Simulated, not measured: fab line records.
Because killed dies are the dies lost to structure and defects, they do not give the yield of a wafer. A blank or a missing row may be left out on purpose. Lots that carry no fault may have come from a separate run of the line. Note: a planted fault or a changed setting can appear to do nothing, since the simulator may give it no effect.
fab line records + flow gf180mcu
[record]
- lots = 15
- wafers = 45
- last-day = 34
route steps=602 shown MIM@504 V5@552 TOP_METAL@581
lots untouched by any fault: they come from a run of this same line in which no faults occurred
start-h: hours from the record's first day to the start of the lot's first wafer shown + wait-h: hours since the lot's step before + " same as the row above + L1.1+2: several wafers, shown together as one row + - no value, or no start was given + * or withheld: withheld + < > ~ a bound
route shown NAME@n: names a module that has steps shown in the file, with the first one's number in the route + usual: average and standard deviation across the fault-free wafers + same: alike in all rows + chamber/n: place in a boat + sites: the reading at each site + _std_site: standard deviation of those values + _edge_site: inner sites' mean taken away from outer sites' mean + radius-mm: how far each site lies from the wafer's centre + mask NAME#n: copy n + behind: the tool/chamber that last shaped the wafer + hold: reason for holding the lot/hours on hold/outcome of the hold + device: the transistor (n, p or np) that didn't switch + end of line: at the end of the route, the tests of the same wafers + step lacking rows: just its recipe + killed: dies lost to structure and defects at the first sort, not the wafer's yield + map: the dies of a wafer, with x for killed, . for not killed, _ for no die there
set.NAME: the setting as run; set.NAME@STEP: as run at that earlier step + model.NAME: the simulator's own value behind a step, which no gauge read
the route's steps for a sample of lots (tables are steps, rows are wafers)
services: when a tool's chamber went out of use (start-h, in hours from the record's first day, below 0 if earlier), for how many hours, and the reason
[[steps]]
[step GF_MIM_SPUTTER_01]
[recipe]
- material = TiN
- target-thk-nm = 30
- power-w = 6500
- time-s = 25
- chamber-pressure-pa = 0.4
[usual]
- throttle-valve-pct = 30.3/0.83
| lot.wafer | tool           | chamber | start-h | wait-h | throttle-valve-pct |
|-----------|----------------|---------|---------|--------|--------------------|
| L983.1    | pvd-sputter-03 | -       | 566.30  | 0.1    | 30.9               |
| L983.2    | "              | -       | "       | "      | 29.8               |
| L983.4    | "              | -       | "       | "      | 30.2               |
| L984.2    | pvd-sputter-03 | -       | 576.65  | 0.1    | 29.7               |
| L984.4    | "              | -       | "       | "      | 30.3               |
| L984.6    | "              | -       | "       | "      | 30.1               |
| L985.2    | pvd-sputter-04 | -       | 584.58  | 0.1    | 28.7               |
| L985.4    | "              | -       | "       | "      | 30.9               |
| L985.5    | "              | -       | "       | "      | 31.0               |
| L986.2    | pvd-sputter-04 | -       | 590.83  | 0.1    | 31.0               |
| L986.3    | "              | -       | "       | "      | 28.8               |
| L986.4    | "              | -       | "       | "      | 31.1               |
| L987.3    | pvd-sputter-04 | -       | 598.51  | 0.1    | 31.0               |
| L987.4    | "              | -       | "       | "      | 28.9               |
| L987.5    | "              | -       | "       | "      | 30.7               |
| L989.2    | pvd-sputter-03 | -       | 627.93  | 0.1    | 29.3               |
| L989.4    | "              | -       | "       | "      | 29.4               |
| L989.5    | "              | -       | "       | "      | 30.3               |
| L990.1    | pvd-sputter-04 | -       | 631.93  | 0.1    | 28.9               |
| L990.2    | "              | -       | "       | "      | 30.8               |
| L990.6    | "              | -       | "       | "      | 30.7               |
| L991.1    | pvd-sputter-03 | -       | 650.43  | 0.1    | 30.0               |
| L991.2    | "              | -       | "       | "      | 29.7               |
| L991.5    | "              | -       | "       | "      | 31.0               |
| L992.3    | pvd-sputter-01 | -       | 661.19  | 0.1    | 31.5               |
| L992.5    | "              | -       | "       | "      | 29.1               |
| L992.6    | "              | -       | "       | "      | 29.7               |
| L993.1    | pvd-sputter-04 | -       | 666.66  | 0.1    | 30.7               |
| L993.4    | "              | -       | "       | "      | 28.7               |
| L993.6    | "              | -       | "       | "      | 31.1               |
| L999.1    | pvd-sputter-01 | -       | 698.11  | 0.1    | 29.9               |
| L999.2    | "              | -       | "       | "      | 29.6               |
| L999.5    | "              | -       | "       | "      | 29.9               |
| L101.1    | pvd-sputter-03 | -       | 704.46  | 0.1    | 30.2               |
| L101.2    | "              | -       | "       | "      | 29.6               |
| L101.6    | "              | -       | "       | "      | 29.5               |
| L102.1    | pvd-sputter-04 | -       | 708.48  | 0.1    | 28.7               |
| L102.3    | "              | -       | "       | "      | 30.9               |
| L102.6    | "              | -       | "       | "      | 30.8               |
| L103.2    | pvd-sputter-04 | -       | 714.39  | 0.1    | 30.9               |
| L103.3    | "              | -       | "       | "      | 30.8               |
| L103.5    | "              | -       | "       | "      | 30.8               |
| L105.2    | pvd-sputter-04 | -       | 729.70  | 0.1    | 28.3               |
| L105.4    | "              | -       | "       | "      | 31.1               |
| L105.6    | "              | -       | "       | "      | 30.8               |
[step GF_MIM_THK_MEAS_06]
[recipe]
- reads = Si3N4_of_MIM_CVD_05
[usual]
- MIM_CVD_05_THK = 41.8/0.66
| lot.wafer | tool          | chamber | start-h | wait-h | MIM_CVD_05_THK[nm] |
|-----------|---------------|---------|---------|--------|--------------------|
| L983.1    | film-metro-02 | -       | 566.45  | 0.0    | 41.6               |
| L983.2    | "             | -       | "       | "      | 41.9               |
| L983.4    | "             | -       | "       | "      | 43.0               |
| L984.2    | film-metro-02 | -       | 576.81  | 0.0    | 41.1               |
| L984.4    | "             | -       | "       | "      | 42.1               |
| L984.6    | "             | -       | "       | "      | 42.1               |
| L985.2    | film-metro-01 | -       | 584.75  | 0.0    | 41.4               |
| L985.4    | "             | -       | "       | "      | 41.1               |
| L985.5    | "             | -       | "       | "      | 42.0               |
| L986.2    | film-metro-02 | -       | 591.00  | 0.0    | 41.0               |
| L986.3    | "             | -       | "       | "      | 40.6               |
| L986.4    | "             | -       | "       | "      | 41.8               |
| L987.3    | film-metro-02 | -       | 598.70  | 0.0    | 42.6               |
| L987.4    | "             | -       | "       | "      | 42.9               |
| L987.5    | "             | -       | "       | "      | 42.4               |
| L989.2    | film-metro-01 | -       | 628.10  | 0.0    | 40.7               |
| L989.4    | "             | -       | "       | "      | 42.2               |
| L989.5    | "             | -       | "       | "      | 41.5               |
| L990.1    | film-metro-04 | -       | 632.09  | 0.0    | 40.7               |
| L990.2    | "             | -       | "       | "      | 41.8               |
| L990.6    | "             | -       | "       | "      | 41.6               |
| L991.1    | film-metro-02 | -       | 650.59  | 0.0    | 41.4               |
| L991.2    | "             | -       | "       | "      | 41.3               |
| L991.5    | "             | -       | "       | "      | 42.0               |
| L992.3    | film-metro-02 | -       | 661.36  | 0.0    | 41.9               |
| L992.5    | "             | -       | "       | "      | 42.6               |
| L992.6    | "             | -       | "       | "      | 42.5               |
| L993.1    | film-metro-02 | -       | 666.81  | 0.0    | 41.6               |
| L993.4    | "             | -       | "       | "      | 41.7               |
| L993.6    | "             | -       | "       | "      | 41.6               |
| L999.1    | film-metro-01 | -       | 698.27  | 0.0    | 42.3               |
| L999.2    | "             | -       | "       | "      | 42.4               |
| L999.5    | "             | -       | "       | "      | 43.0               |
| L101.1    | film-metro-01 | -       | 704.61  | 0.0    | 40.6               |
| L101.2    | "             | -       | "       | "      | 40.8               |
| L101.6    | "             | -       | "       | "      | 41.4               |
| L102.1    | film-metro-02 | -       | 708.63  | 0.0    | 42.1               |
| L102.3    | "             | -       | "       | "      | 41.9               |
| L102.6    | "             | -       | "       | "      | 42.3               |
| L103.2    | film-metro-01 | -       | 714.55  | 0.0    | 40.8               |
| L103.3    | "             | -       | "       | "      | 41.3               |
| L103.5    | "             | -       | "       | "      | 41.9               |
| L105.2    | film-metro-01 | -       | 729.86  | 0.0    | 42.2               |
| L105.4    | "             | -       | "       | "      | 42.4               |
| L105.6    | "             | -       | "       | "      | 42.5               |
[step GF_V5_PEB_12]
[recipe]
- peb-temp-c = 135
- peb-time-s = 90
- resist = KrF
[usual]
- chill-plate-temp-C = 23.00/0.099
- exhaust-pa = 45.0/0.83
- peb-time-s = 90/0
| lot.wafer | tool           | chamber | start-h | wait-h | chill-plate-temp-C | exhaust-pa | peb-time-s |
|-----------|----------------|---------|---------|--------|--------------------|------------|------------|
| L983.1    | litho-track-03 | 0       | 630.72  | -      | 23.00              | 44.6       | 90         |
| L983.2    | "              | 0       | "       | "      | 23.21              | 45.4       | 90         |
| L983.4    | "              | 0       | "       | "      | 23.19              | 45.7       | 90         |
| L984.2    | litho-track-03 | 0       | 639.26  | -      | 23.09              | 45.3       | 90         |
| L984.4    | "              | 0       | "       | "      | 23.07              | 45.4       | 90         |
| L984.6    | "              | 0       | "       | "      | 23.12              | 45.4       | 90         |
| L985.2    | litho-track-01 | 0       | 647.67  | -      | 23.05              | 43.7       | 90         |
| L985.4    | "              | 0       | "       | "      | 23.03              | 44.6       | 90         |
| L985.5    | "              | 0       | "       | "      | 23.07              | 45.4       | 90         |
| L986.2    | litho-track-01 | 0       | 651.92  | -      | 22.97              | 45.4       | 90         |
| L986.3    | "              | 0       | "       | "      | 23.03              | 45.1       | 90         |
| L986.4    | "              | 0       | "       | "      | 23.01              | 45.7       | 90         |
| L987.3    | litho-track-03 | 0       | 660.14  | -      | 23.06              | 43.8       | 90         |
| L987.4    | "              | 0       | "       | "      | 23.03              | 44.1       | 90         |
| L987.5    | "              | 0       | "       | "      | 22.99              | 45.7       | 90         |
| L989.2    | litho-track-03 | 0       | 687.96  | -      | 23.04              | 44.9       | 90         |
| L989.4    | "              | 0       | "       | "      | 23.17              | 44.7       | 90         |
| L989.5    | "              | 0       | "       | "      | 22.92              | 43.7       | 90         |
| L990.1    | litho-track-03 | -       | 691.92  | -      | -                  | -          | -          |
| L990.2    | "              | -       | "       | "      | -                  | -          | -          |
| L990.6    | "              | -       | "       | "      | -                  | -          | -          |
| L991.1    | litho-track-03 | -       | 708.92  | -      | -                  | -          | -          |
| L991.2    | "              | -       | "       | "      | -                  | -          | -          |
| L991.5    | "              | -       | "       | "      | -                  | -          | -          |
| L992.3    | litho-track-03 | -       | 718.69  | -      | -                  | -          | -          |
| L992.5    | "              | -       | "       | "      | -                  | -          | -          |
| L992.6    | "              | -       | "       | "      | -                  | -          | -          |
| L993.1    | litho-track-03 | 0       | 724.12  | -      | 22.93              | 44.1       | 90         |
| L993.4    | "              | 0       | "       | "      | 22.97              | 43.5       | 90         |
| L993.6    | "              | 0       | "       | "      | 23.10              | 44.7       | 90         |
| L999.1    | litho-track-03 | 0       | 752.62  | -      | 23.09              | 45.0       | 90         |
| L999.2    | "              | 0       | "       | "      | 23.05              | 44.8       | 90         |
| L999.5    | "              | 0       | "       | "      | 22.95              | 44.7       | 90         |
| L101.1    | litho-track-01 | 0       | 758.49  | -      | 22.99              | 45.0       | 90         |
| L101.2    | "              | 0       | "       | "      | 23.04              | 42.1       | 90         |
| L101.6    | "              | 0       | "       | "      | 22.92              | 43.9       | 90         |
| L102.1    | litho-track-01 | 0       | 762.09  | -      | 22.97              | 45.0       | 90         |
| L102.3    | "              | 0       | "       | "      | 23.19              | 45.3       | 90         |
| L102.6    | "              | 0       | "       | "      | 22.96              | 44.5       | 90         |
| L103.2    | litho-track-03 | 0       | 768.10  | -      | 23.05              | 45.9       | 90         |
| L103.3    | "              | 0       | "       | "      | 23.20              | 45.6       | 90         |
| L103.5    | "              | 0       | "       | "      | 23.15              | 45.9       | 90         |
| L105.2    | litho-track-04 | 0       | 781.35  | -      | 23.10              | 45.1       | 90         |
| L105.4    | "              | 0       | "       | "      | 23.09              | 45.2       | 90         |
| L105.6    | "              | 0       | "       | "      | 22.90              | 44.2       | 90         |
[step GF_TOP_METAL_CD_MEAS_14]
[recipe]
- target-cd-nm = 440
[usual]
- cd-nm = 439.6/2.6
| lot.wafer | tool      | chamber | start-h | wait-h | cd-nm |
|-----------|-----------|---------|---------|--------|-------|
| L983.1    | cd-sem-01 | -       | 652.54  | 0.1    | 447.4 |
| L983.2    | "         | -       | "       | "      | 445.6 |
| L983.4    | "         | -       | "       | "      | 446.4 |
| L984.2    | cd-sem-02 | -       | 660.56  | 0.2    | 440.6 |
| L984.4    | "         | -       | "       | "      | 439.8 |
| L984.6    | "         | -       | "       | "      | 441.5 |
| L985.2    | cd-sem-02 | -       | 668.91  | 0.1    | 441.3 |
| L985.4    | "         | -       | "       | "      | 443.5 |
| L985.5    | "         | -       | "       | "      | 442.6 |
| L986.2    | cd-sem-01 | -       | 673.36  | 0.1    | 435.7 |
| L986.3    | "         | -       | "       | "      | 436.5 |
| L986.4    | "         | -       | "       | "      | 438.2 |
| L987.3    | cd-sem-01 | -       | 681.23  | 0.1    | 437.1 |
| L987.4    | "         | -       | "       | "      | 438.8 |
| L987.5    | "         | -       | "       | "      | 438.9 |
| L989.2    | cd-sem-01 | -       | 707.66  | 0.1    | 442.2 |
| L989.4    | "         | -       | "       | "      | 438.4 |
| L989.5    | "         | -       | "       | "      | 439.5 |
| L993.1    | cd-sem-02 | -       | 743.67  | 0.1    | 438.3 |
| L993.4    | "         | -       | "       | "      | 439.6 |
| L993.6    | "         | -       | "       | "      | 439.7 |
| L999.1    | cd-sem-01 | -       | 770.99  | 0.1    | 438.3 |
| L999.2    | "         | -       | "       | "      | 437.0 |
| L999.5    | "         | -       | "       | "      | 438.1 |
| L101.1    | cd-sem-02 | -       | 776.39  | 0.1    | 441.0 |
| L101.2    | "         | -       | "       | "      | 438.8 |
| L101.6    | "         | -       | "       | "      | 438.1 |
| L102.1    | cd-sem-01 | -       | 780.02  | 0.1    | 436.3 |
| L102.3    | "         | -       | "       | "      | 437.4 |
| L102.6    | "         | -       | "       | "      | 436.1 |
| L103.2    | cd-sem-01 | -       | 786.21  | 0.1    | 440.6 |
| L103.3    | "         | -       | "       | "      | 442.0 |
| L103.5    | "         | -       | "       | "      | 440.5 |
| L105.2    | cd-sem-01 | -       | 798.21  | 0.1    | 438.7 |
| L105.4    | "         | -       | "       | "      | 439.1 |
| L105.6    | "         | -       | "       | "      | 437.4 |
[[services]]
| tool           | chamber | start-h | hours | kind   |
|----------------|---------|---------|-------|--------|
| pvd-sputter-04 | -       | 601.19  | 1.1   | repair |
| pvd-sputter-03 | -       | 617.45  | 0.5   | repair |
| pvd-sputter-03 | -       | 715.53  | 5.8   | repair |
| pvd-sputter-04 | -       | 718.45  | 0.8   | repair |
| pvd-sputter-01 | -       | 759.26  | 1.3   | repair |
[[key]]
[first-sign]
- step = GF_V5_PEB_12
- reading = tool-record
- direction = missing
effect none on later readings
met-at GF_V5_PEB_12
struck-lots L990,L991,L992
later-rows-left-out L990.1,L990.2,L990.6,L991.1,L991.2,L991.5,L992.3,L992.5,L992.6
sort-left-out L990.1,L990.2,L990.6,L991.1,L991.2,L991.5,L992.3,L992.5,L992.6
not-acting-at GF_MIM_SPUTTER_01,GF_MIM_THK_MEAS_06,GF_TOP_METAL_CD_MEAS_14
onset-between 687.96 691.92
[fault]
- kind = skipped-step-whole
- tool = litho-track-03
- chamber = -
- onset-h = 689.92
- steps = GF_V5_PEB_12
- scope = struck-lots-only
// sort-left-out: the simulated sort isn't trusted on such a fault, so these wafers' sort isn't shown, and their yield isn't known
// later-rows-left-out: the simulator's readings of these wafers behind a module that went badly wrong aren't trusted and aren't shown, but for the sort
